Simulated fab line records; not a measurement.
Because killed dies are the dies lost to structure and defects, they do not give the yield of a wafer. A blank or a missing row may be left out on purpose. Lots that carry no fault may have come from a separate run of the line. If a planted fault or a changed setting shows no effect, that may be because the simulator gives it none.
Split-lot trial ; flow sky130 ; route with 708 steps; 5 lots, 23 wafers read

ABOUT THE SPLIT
At SKY_VT_ADJUST_NCORE_SOFTBAKE_03 (time 60 s), the setting temp-c was moved away from the recipe's 90 C on 10 of the 23 wafers read, by -3.5% to +3.0%. All remaining wafers had this setting at the recipe value.

FROM THE SPLIT TO THE READING: what the file shows between them, 2 steps
- SKY_VT_ADJUST_NCORE_EXPOSE_04: exposes mask LVTN COMPLEMENT THIN, target cd 380 nm
- SKY_VT_ADJUST_NCORE_PEB_05

THE READING
NOVOLAK_of_VT_ADJUST_NCORE_COAT_02.thk-nm (the simulator's own value, which no gauge read), in nm, at SKY_VT_ADJUST_NCORE_DEVELOP_06 (develop time 57.71 s). No usual value for it is given in the file. Across the 13 wafers here that went through the recipe, the average is 1139 nm and the standard deviation 3.4 nm.

wafer;tool, chamber at the split;temp-c as run, C;against the recipe;NOVOLAK_of_VT_ADJUST_NCORE_COAT_02.thk-nm, nm;against lot-mates on the recipe
L076.1;litho-track-03, 0;90;recipe;1137;-
L076.2;litho-track-03, 0;90;recipe;1134;-
L076.3;litho-track-03, 0;90;recipe;1133;-
L076.5;litho-track-03, 0;87.22;-3.1%;1146;+11
L076.6;litho-track-03, 0;87.22;-3.1%;1146;+11
L077.2;litho-track-03, 0;90;recipe;1138;-
L077.3;litho-track-03, 0;90;recipe;1140;-
L077.4;litho-track-03, 0;88.29;-1.9%;1142;+3
L077.5;litho-track-03, 0;90;recipe;1139;-
L077.6;litho-track-03, 0;88.29;-1.9%;1146;+7
L079.2;litho-track-03, 0;92.72;+3.0%;1129;-8
L079.3;litho-track-03, 0;92.72;+3.0%;1125;-12
L079.6;litho-track-03, 0;92.72;+3.0%;1125;-12
L079.4;litho-track-03, 0;90;recipe;1138;-
L079.5;litho-track-03, 0;90;recipe;1135;-
L081.2;litho-track-02, 0;90;recipe;1139;-
L081.6;litho-track-02, 0;90;recipe;1139;-
L081.4;litho-track-02, 0;90;recipe;1141;-
L085.1;litho-track-04, 0;90;recipe;1145;-
L085.2;litho-track-04, 0;86.89;-3.5%;1155;+10
L085.4;litho-track-04, 0;90;recipe;1144;-
L085.5;litho-track-04, 0;86.89;-3.5%;1159;+14
L085.6;litho-track-04, 0;86.89;-3.5%;1152;+8

THE FIT
A straight line over all 23 wafers: NOVOLAK_of_VT_ADJUST_NCORE_COAT_02.thk-nm changes by -3.95 nm for each +1% of temp-c; r = -0.91; the points scatter about the line by 3.6 nm.
The same after taking each lot's own level away (the mean of its wafers on the recipe; 23 wafers): -3.29 nm for each +1%; r = -0.96; scatter 1.8 nm.
On that fit, the largest move of temp-c shifts the reading by 11 nm.
The span of the lots' own levels, 1134.7 to 1144.5 nm, comes to 2.9 times the standard deviation stated above.
Hence the slope depends on the lot-to-lot level, as the two fits are not the same.
Check: for one of the wafers moved furthest among these (-3.5%), held out of the fit, the line's prediction against its lot-mates is +11.4 nm. It came out at +10.5 nm against them.

OTHER SPLITS ON THESE WAFERS
Other splits were also applied to these wafers ahead of the reading. Each is held against what the fit with the lots' levels taken away leaves over:
other split on the same wafers;wafers away from the commonest value;r with NOVOLAK_of_VT_ADJUST_NCORE_COAT_02.thk-nm (lot level and that fit taken away)
SKY_FIELD_ISO_EXPOSE_10 dose-mj;7;+0.03
SKY_DNWELL_COAT_02 resist-thk-nm;8;-0.14
SKY_NWELL_IMPLANT_11 dose-cm2;6;+0.47
SKY_NWELL_IMPLANT_24 energy-kev;11;-0.28

THE FILE'S OWN FIT
NOVOLAK_of_VT_ADJUST_NCORE_COAT_02.thk-nm changes by -3.3 nm for each +1% of temp-c, r = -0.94.
